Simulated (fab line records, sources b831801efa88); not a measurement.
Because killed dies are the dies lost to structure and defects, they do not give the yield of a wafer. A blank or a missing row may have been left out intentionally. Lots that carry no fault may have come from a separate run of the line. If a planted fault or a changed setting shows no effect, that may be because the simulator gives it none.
A lot that was struck, set against a sound lot	flow sky130	17 steps out of a route of 708
Sound: the wafers L903.2, L903.3, L903.6. Struck: wafer L908.1. (L908.2, L908.6 of the same lot were not struck and are left out.) The cause comes at the end.
Order at every step that has rows: each side's tool, ch and its chambers, its first start. Under that, the readings that differ: sound wafers	struck wafers	difference of the means	sigmas: that difference in standard deviations of wafers without a fault.
alike: a reading whose means differ by less than 2 such deviations, as well as words and numbers matching on both sides. not compared: withheld readings; readings where some wafer has no value; bounds like >300 that might hide an equal value; numbers whose values overlap and for which the record gives no deviation.
The two part at a step that has a row with sigmas, a row that says differs or no value, or rows on one side only. Non-overlapping numbers with no deviation appear without sigmas and do not part them. A reading that every wafer of one side lacks parts them only if that side has two wafers or more.

SKY_VIA1_CMP_02: polishes SiO2.
  sound on cmp-01 ch 0,2, day 36 04:05; struck on cmp-01 ch 2, day 37 22:19
reading	sound	struck	difference	sigmas
motor_current_A (A)	13.3 10.5 12.8	9.8	-2.4	-2
  alike: platen_rpm, retaining_ring_pressure_frac
SKY_VIA1_BOW_MEAS_03:
  struck on film_metro-01, day 37 22:34; sound on film_metro-01, day 36 04:24
  alike: VIA1_BOW
then, 8 steps without rows for these wafers: SKY_VIA1_DEHYDRATE_04 (time 60 s); SKY_VIA1_HMDS_05 (prime time 60 s); SKY_VIA1_COAT_06 (resist thk 60 nm); SKY_VIA1_COAT_07 (resist thk 450 nm); SKY_VIA1_SOFTBAKE_08 (time 90 s); SKY_VIA1_EXPOSE_09 (exposes mask VIM, target cd 150 nm); SKY_VIA1_PEB_10; SKY_VIA1_DEVELOP_11 (develop time 60 s).
SKY_VIA1_CD_MEAS_12 targets a cd of 150 nm.
  struck on cd_sem-02, day 38 23:18; sound on cd_sem-01, day 37 07:07
  alike: cd_nm
SKY_VIA1_OVL_MEAS_13:
  struck on overlay-01, day 38 23:25; sound on overlay-01, day 37 07:14
  alike: VIA1_OVL
SKY_VIA1_ETCH_14: etches BARC in N2/H2, stops on SiO2, time 45.9 s, target depth 60 nm.
  sound on rie_diel-02 ch 0,1,2, day 37 07:16; struck on rie_diel-02 ch 1, day 38 23:28
reading	sound	struck	difference	sigmas
chamber_pressure_mTorr (mTorr)	30.012 30.002 29.953	29.934	-0.055	-2
oes_product_au (a.u.)	0.849 0.853 0.852	1.006	+0.155	+35
run_length_s (s)	74.4 74.1 73.7	66.6	-7.5	-21
model.KrF-thick_of_VIA1_COAT_07.thk_nm (nm)	391.8 390.3 393.3	400.2	+8.4	
  alike: drypump_motor_current_A, throttle_valve_pct
  not compared: rf_hours_counter_h
SKY_VIA1_ETCH_15: etches SiO2 in C4F8/O2/Ar, stops on TiN, target depth 351 nm, time 54 s.
  sound on rie_diel-02 ch 0,1,2, day 37 07:18; struck on rie_diel-02 ch 1, day 38 23:30
reading	sound	struck	difference	sigmas
model.KrF-thick_of_VIA1_COAT_07.thk_nm (nm)	321.5 320.4 323.6	329.4	+7.6	
  alike: chamber_pressure_mTorr, oes_product_au, run_length_s
  not compared: rf_hours_counter_h
SKY_VIA1_STRIP_16: strips in O2/N2.
  sound on plasma_asher-02 ch 1, day 37 07:20; struck on plasma_asher-01 ch 1, day 38 23:32
reading	sound	struck	difference	sigmas
strip_time_to_endpoint_s (s)	4.448 4.420 4.447	4.525	+0.087	+3
  alike: chamber_pressure_mTorr, drypump_motor_current_A, oes_product_au
  not compared: rf_hours_counter_h
then, 1 step without rows for these wafers: SKY_VIA1_STRIP_17 (strips in post etch residue remover, time 1200 s).
SKY_PAD_OPEN_PROBE_99:
  the record has rows for the sound wafers here (prober-02, day 48 12:05) and none for the struck ones

== WHERE THEY PART ==
First at SKY_VIA1_CMP_02; last, within this record, at SKY_PAD_OPEN_PROBE_99.

WHY: what had been put in by the simulator
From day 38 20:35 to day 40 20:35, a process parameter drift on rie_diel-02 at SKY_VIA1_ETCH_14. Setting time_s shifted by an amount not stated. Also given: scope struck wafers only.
